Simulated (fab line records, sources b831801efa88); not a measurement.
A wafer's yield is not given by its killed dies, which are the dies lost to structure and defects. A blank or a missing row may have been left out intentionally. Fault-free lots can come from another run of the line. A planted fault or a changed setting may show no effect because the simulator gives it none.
Code-filled problem report in 8D (eight disciplines) form	flow gf180mcu	the parts of the form that need people (team, actions taken, sign-off) are left out

== 1. WHAT WENT WRONG ==
Across 6 wafers from 2 lots, POLY_GATE_CVD_00_THK at GF_POLY_GATE_THK_MEAS_01 averages 219.6 nm, while fault-free wafers read 199.7 nm with a standard deviation of 1.9. Measured from the usual mean, that is +10 standard deviations.
Earliest sighting: wafer L448.2 on film metro-03 at day 12 03:33. The record has a number at this step for 42 wafers belonging to 14 lots. Rule for "out", or "out of limits": more than 4 standard deviations from the usual mean. The other wafers with a number count as sound.

== 2. WHAT IT IS AND WHAT IT IS NOT ==
question	is	is not
which readings at this step	POLY_GATE_CVD_00_THK	-
which lots	L448, L451	L436, L437, L438, L439, L440, L441, L443, L444, L445, L446, L447, L458
which wafers of those lots	all that have a number	-
read on which gauges	film metro-02, film metro-03	film metro-04
when	from day 12 03:33	up to then (33 sound wafers); but 3 sound wafers of L458 came after

== 3. THE SUSPECTS, EACH WITH WHAT RULES IT OUT ==
Counting: a tool at a process step up to the reading stays a suspect if it ran every lot that is out and no sound lot after the first of them.
- the gauge at GF_POLY_GATE_THK_MEAS_01 has been ruled out. Those wafers that are out were read across 2 gauges (film metro-02, film metro-03).
- lpcvd-02 at GF_POLY_GATE_CVD_00 (deposits poly-Si, target thk 200 nm, time 1200 s): kept. All lots that are out passed through it, beginning with L448 at day 12 02:12, and no sound lot followed; its final sound lot before that point was L447 at day 11 20:36. Out on those wafers are its own readings of pressure mtorr.
After counting, what remains is lpcvd-02 at GF_POLY_GATE_CVD_00.

== 4. THE CAUSE (what the simulator had put in) ==
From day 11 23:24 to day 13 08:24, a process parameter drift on lpcvd-02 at GF_POLY_GATE_CVD_00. From 200, the setting pressure mtorr moved by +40. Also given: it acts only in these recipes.
After counting, this tool was the only one left.

== 5. THE CHAIN OF EFFECTS, in route order ==
Each row: a reading whose mean over the struck wafers that have a number lies more than 3 standard deviations from the usual. Only readings for which the record gives a usual standard deviation are gone through. hours: the time from each lot's start at the first step in this table that gives one to its start at this step, as a median over the lots. sigmas: the change in usual standard deviations.
hours	step	reading	usual	on struck wafers	change	sigmas
0	GF_POLY_GATE_CVD_00	pressure mtorr	200.1 mTorr	239.9	+39.8	+99 or more
1	GF_POLY_GATE_THK_MEAS_01	POLY_GATE_CVD_00_THK	199.7 nm	219.6	+19.9	+10
Its process steps:
- GF_POLY_GATE_CVD_00: deposits poly-Si, target thk 200 nm, time 1200 s.
Later steps that measure or inspect, where all struck wafers having a row at the step show a number for every such reading and not one has moved that far: GF_NSD_OVL_MEAS_08.

== 6. WHAT WOULD HAVE CAUGHT IT SOONER ==
In this record the first reading out of limits at a measuring or inspecting step was taken at day 12 03:33, 4 hours after the fault began at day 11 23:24.
Tool's own readings at GF_POLY_GATE_CVD_00, pressure mtorr: out on all struck wafers the step has rows for; an alarm limit on them would have tripped on the first.
Lots out: 2; of these, L451 started GF_POLY_GATE_CVD_00 on lpcvd-02 after day 12 03:33. A tool hold placed at that time would have kept it from harm.
